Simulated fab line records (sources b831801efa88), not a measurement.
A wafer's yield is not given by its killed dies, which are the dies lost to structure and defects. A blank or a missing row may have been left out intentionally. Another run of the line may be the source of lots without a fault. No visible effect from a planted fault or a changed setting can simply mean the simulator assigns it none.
Code-filled problem report in 8D (eight disciplines) form    flow gf180mcu    the parts of the form that need people (team, actions taken, sign-off) are left out

== 1. PROBLEM STATEMENT ==
Wafers free of any fault read 855 nm (standard deviation 10) for V3_CVD_02_THK at GF_V3_THK_MEAS_03, against a mean of 1132 nm on 3 wafers of 2 lots. That puts it +28 standard deviations away from the usual mean.
The first sign was on wafer L701.6 at day 24 19:49, on filmMetro-03. At this step, 33 wafers from 11 lots have a number in the record. Rule for "out", or "out of limits": more than 4 standard deviations from the usual mean. The other wafers with a number count as sound.

== 2. WHAT THIS IS AND IS NOT ==
question                     is                          is not
which readings at this step  V3_CVD_02_THK               -
which lots                   L701, L704                  L695, L698, L707, L708, L710, L711, L713, L714, L716
which wafers of those lots   L701.6, L704.2, L704.6      L701.1, L701.4, L704.4
read on which gauges         filmMetro-02, filmMetro-03  filmMetro-04
when                         from day 24 19:49           up to then (8 sound wafers); but 22 sound wafers of L704, L707, L708, L710, L711, L713, L714, L716 came after

== 3. THE SUSPECTS, EACH WITH WHAT RULES IT OUT ==
Counting: a tool at a process step up to the reading stays a suspect if it ran every lot that is out. Sound lots after the first of them don't rule it out here, since some wafers of a struck lot are sound.
- the gauge at GF_V3_THK_MEAS_03: ruled out. 2 gauges (filmMetro-02, filmMetro-03) read the wafers that are out.
- pecvd-02 at GF_V3_CVD_02 (deposits SiO2 from TEOS, target thk 850 nm, time 94.851 s): kept. It processed each lot that is out (first: L701, day 24 19:45); up to then, its last sound lot is L698 (day 22 21:39).
After counting, what remains is pecvd-02 at GF_V3_CVD_02.

== 4. THE CAUSE (what the simulator had put in) ==
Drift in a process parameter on pecvd-02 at GF_V3_CVD_02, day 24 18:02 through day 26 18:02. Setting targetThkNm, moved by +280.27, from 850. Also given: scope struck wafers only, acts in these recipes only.
Only this tool survived the counting.

== 5. THE CHAIN OF EFFECTS, in route order ==
One row per reading whose mean, taken over the struck wafers that have a number, lies over 3 standard deviations from the usual. Readings are gone through only where the record gives a usual standard deviation; hours: the median, over the lots, of the time from a lot's start at the first step in this table giving one to that lot's start at this step; sigmas: the change measured in usual standard deviations.
hours  step               reading          usual   on struck wafers  change  sigmas
0      GF_V3_THK_MEAS_03  V3_CVD_02_THK    855 nm  1132              +277    +28
7      GF_V3_CMP_04       timeToEndpointS  83 s    189               +106    +21
Process steps it contains:
- GF_V3_CMP_04: polishes SiO2.

== 6. HOW IT WOULD HAVE BEEN CAUGHT EARLIER ==
The first out-of-limits reading at a measuring or inspecting step in this record came at day 24 19:49, 2 hours after the fault's start at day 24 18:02.
An alarm limit of 4 standard deviations would not have fired on the tool readings at GF_V3_CVD_02 for which the record gives a usual standard deviation, since none of them was out on any struck wafer.
Among the 2 lots that are out, L704 began GF_V3_CVD_02 on pecvd-02 after day 24 19:49. A tool hold placed at that time would have kept it from harm.
